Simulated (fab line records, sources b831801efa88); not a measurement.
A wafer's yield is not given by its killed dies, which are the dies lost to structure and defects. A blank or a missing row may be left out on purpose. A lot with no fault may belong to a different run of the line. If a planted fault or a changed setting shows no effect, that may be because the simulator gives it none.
The same fault as seen by 2 desks	flow sky130	each desk holds nothing but its own numbers, with what lay behind them at the end

THE METROLOGY DESK
Lot by lot, what the gauges showed, no matter which tool ran the lot: averages of those sampled wafers that carry a number. Marked OUT: a lot whose mean sits more than 4 standard deviations from the usual mean, which makes it out of limits; the brackets give that distance.
Columns: A = VT_ADJUST_LVTN_TW at SKY_VT_ADJUST_LVTN_TW_MEAS_10, usual 241.0; B = LOCAL_INTERCONNECT_TIN_THK at SKY_LOCAL_INTERCONNECT_THK_MEAS_02, usual 100.3 nm; C = CONTACT_W_RS at SKY_CONTACT_RS_MEAS_25, usual 0.339 ohm/sq
lot	first seen here	A	B	C
L542	day 7 00:59	239.5	100.9	0.334
L545	day 7 18:08	238.0	101.3	0.344
L546	day 7 21:47	239.2	97.2	0.338
L547	day 8 08:29	239.8	98.0	0.339
L548	day 8 14:48	239.0	100.8	0.335
L549	day 8 19:29	242.1	100.1	0.338
L550	day 9 03:37	237.4	100.4	0.336
L551	day 9 12:18	244.0	100.8	0.337
L552	day 9 14:38	238.1	100.1	0.341
L554	day 10 06:20	243.8	101.5	0.341
L559	day 11 14:38	277.5 (+13) OUT	98.1	0.340
L560	day 11 21:51	238.8	100.3	0.345
L563	day 13 02:17	276.4 (+13) OUT	102.4	0.342
This desk's result: L559, L563 out of limits, first on L559 (VT_ADJUST_LVTN_TW at SKY_VT_ADJUST_LVTN_TW_MEAS_10), day 11 14:38. In limits: L542, L545, L546, L547, L548, L549, L550, L551, L552, L554, L560.

TOOL OWNER'S DESK, implanter-01
The tool's own readings at SKY_VT_ADJUST_LVTN_IMPLANT_08: means of the sampled wafers that have a number, for each lot that ran on this tool. Marked OUT: a lot whose mean sits more than 4 standard deviations from the usual mean, which makes it out of limits; the brackets give that distance.
Columns: A = doseIonsCm2 at SKY_VT_ADJUST_LVTN_IMPLANT_08, usual 1.5704e+12; B = faradayCurrentUA at SKY_VT_ADJUST_LVTN_IMPLANT_08, usual 8.86
lot	first seen here	A	B
L542	day 7 00:44	1.5712e+12	9.03
L546	day 7 21:32	1.5717e+12	8.97
L549	day 8 19:14	1.5711e+12	9.03
L550	day 9 03:24	1.5694e+12	8.95
L554	day 10 06:06	1.5699e+12	8.83
L559	day 11 14:23	2.5801e+12 (+99 or more) OUT	14.76 (+33) OUT
L563	day 13 02:02	2.5823e+12 (+99 or more) OUT	14.54 (+32) OUT
This desk's verdict: out of limits on L559, L563, starting with L559 at day 11 14:23 (doseIonsCm2 at SKY_VT_ADJUST_LVTN_IMPLANT_08). In limits: L542, L546, L549, L550, L554.

TAKEN TOGETHER
An alarm could have come from the tool owner's desk at day 11 14:23, on L559, L563.
At day 11 14:38 the metrology desk could have sounded an alarm, on L559, L563.
Of the lots named, all ran SKY_VT_ADJUST_LVTN_IMPLANT_08 on implanter-01.

WHAT HAD BEEN PUT IN BY THE SIMULATOR
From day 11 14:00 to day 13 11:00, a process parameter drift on implanter-01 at SKY_VT_ADJUST_LVTN_IMPLANT_08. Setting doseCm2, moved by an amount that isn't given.
Shown lots that were struck: L559, L563.
Delay (hours) between the fault's onset and each desk's first out-of-limits reading: 0 at the tool owner's desk, 1 at the metrology desk.
